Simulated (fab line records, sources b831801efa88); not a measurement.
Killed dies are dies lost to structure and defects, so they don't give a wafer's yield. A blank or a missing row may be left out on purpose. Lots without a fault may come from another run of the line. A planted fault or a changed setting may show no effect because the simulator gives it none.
Split-lot experiment | flow sky130 | 5 lots, 23 wafers read, on a route of 708 steps

THE SPLIT
At SKY_METAL5_METAL_ETCH_15 (etches the open film in Cl2/BCl3, stops on SiO2, target depth 1260 nm, time 252 s), the setting bias_w was moved away from the recipe's 48.5 W on 9 of the 23 wafers read, by -6.5% to +11.8%. The other wafers ran this setting at the recipe's value.

The reading is taken at the split's own step.

THE READING
NOVOLAK_of_METAL5_COAT_09.thk_nm (the simulator's own value, which no gauge read), in nm, at SKY_METAL5_METAL_ETCH_15 (etches the open film in Cl2/BCl3, stops on SiO2, target depth 1260 nm, time 252 s). The file gives no usual value for it. The 14 wafers here that ran the recipe average 1038.3 nm, standard deviation 17 nm.

wafer  | tool, chamber at the split | bias_w as run, W | against the recipe | NOVOLAK_of_METAL5_COAT_09.thk_nm, nm | against lot-mates on the recipe
L075.1 | rie_metal-01, 1            | 54.23            | +11.8%             | 1034                                 | -26.5
L075.2 | rie_metal-01, 0            | 54.23            | +11.8%             | 1024                                 | -36.5
L075.3 | rie_metal-01, 1            | 48.5             | recipe             | 1060                                 | -
L075.4 | rie_metal-01, 0            | 54.23            | +11.8%             | 1018                                 | -42.5
L075.6 | rie_metal-01, 0            | 48.5             | recipe             | 1061                                 | -
L078.1 | rie_metal-02, 0            | 48.5             | recipe             | 1019                                 | -
L078.3 | rie_metal-02, 1            | 48.5             | recipe             | 1014                                 | -
L078.4 | rie_metal-02, 0            | 48.5             | recipe             | 1023                                 | -
L078.5 | rie_metal-02, 0            | 48.5             | recipe             | 1016                                 | -
L078.6 | rie_metal-02, 1            | 48.5             | recipe             | 1024                                 | -
L079.1 | rie_metal-04, 1            | 45.34            | -6.5%              | 1083                                 | +25.0
L079.2 | rie_metal-04, 1            | 48.5             | recipe             | 1057                                 | -
L079.3 | rie_metal-04, 1            | 45.34            | -6.5%              | 1075                                 | +17.0
L079.4 | rie_metal-04, 1            | 45.34            | -6.5%              | 1080                                 | +22.0
L079.5 | rie_metal-04, 1            | 48.5             | recipe             | 1059                                 | -
L080.1 | rie_metal-04, 1            | 48.5             | recipe             | 1044                                 | -
L080.4 | rie_metal-04, 1            | 48.5             | recipe             | 1049                                 | -
L080.5 | rie_metal-04, 1            | 48.5             | recipe             | 1050                                 | -
L081.1 | rie_metal-04, 1            | 48.5             | recipe             | 1033                                 | -
L081.2 | rie_metal-04, 1            | 53.97            | +11.3%             | 1005                                 | -25.0
L081.4 | rie_metal-04, 1            | 53.97            | +11.3%             | 1001                                 | -29.0
L081.5 | rie_metal-04, 1            | 48.5             | recipe             | 1027                                 | -
L081.6 | rie_metal-04, 1            | 53.97            | +11.3%             | 998.6                                | -31.4

THE FIT
A straight line over all 23 wafers: NOVOLAK_of_METAL5_COAT_09.thk_nm changes by -2.99 nm for each +1% of bias_w; r = -0.73; the points scatter about the line by 18 nm.
The same after taking each lot's own level away (the mean of its wafers on the recipe; 23 wafers): -2.87 nm for each +1%; r = -0.97; scatter 4.1 nm.
On that fit, the largest move of bias_w shifts the reading by 34 nm.
The lots' own levels span 1019.20 to 1060.50 nm, that is 2.4 times the standard deviation above.
So the lot-to-lot level blurs the effect unless lot-mates are compared.
Check: with one of the wafers moved furthest among these (+11.8%) left out of the fit, the line predicts -34.4 nm for it against its lot-mates. It came out at -26.5 nm against them.

OTHER SPLITS ON THESE WAFERS
These wafers also went through other splits before the reading. Each is held against what the fit with the lots' levels taken away leaves over:
other split on the same wafers     | wafers away from the commonest value | r with NOVOLAK_of_METAL5_COAT_09.thk_nm (lot level and that fit taken away)
SKY_METAL4_ETCH_16 icp_w           | 8                                    | -0.09
SKY_VIA4_CMP_02 leave_above_ref_nm | 9                                    | -0.24
SKY_VIA4_ETCH_12 source_w          | 5                                    | +0.48
SKY_VIA4_CVD_18 temp_c             | 9                                    | -0.21

THE WHOLE CHAIN: every reading that the file lists as answering this split, in the file's order
step                     | what it does                                                                      | reading                                                                           | change (the file's fit)              | r (the file's)
SKY_METAL5_METAL_ETCH_15 | etches the open film in Cl2/BCl3, stops on SiO2, target depth 1260 nm, time 252 s | NOVOLAK_of_METAL5_COAT_09.thk_nm (the simulator's own value, which no gauge read) | -2.82 nm for each +1% of the setting | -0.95
SKY_METAL5_STRIP_16      | strips in O2/N2                                                                   | strip_time_to_endpoint_s                                                          | withheld for each +1% of the setting | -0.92

THE FILE'S OWN FIT
NOVOLAK_of_METAL5_COAT_09.thk_nm changes by -2.82 nm for each +1% of bias_w, r = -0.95.
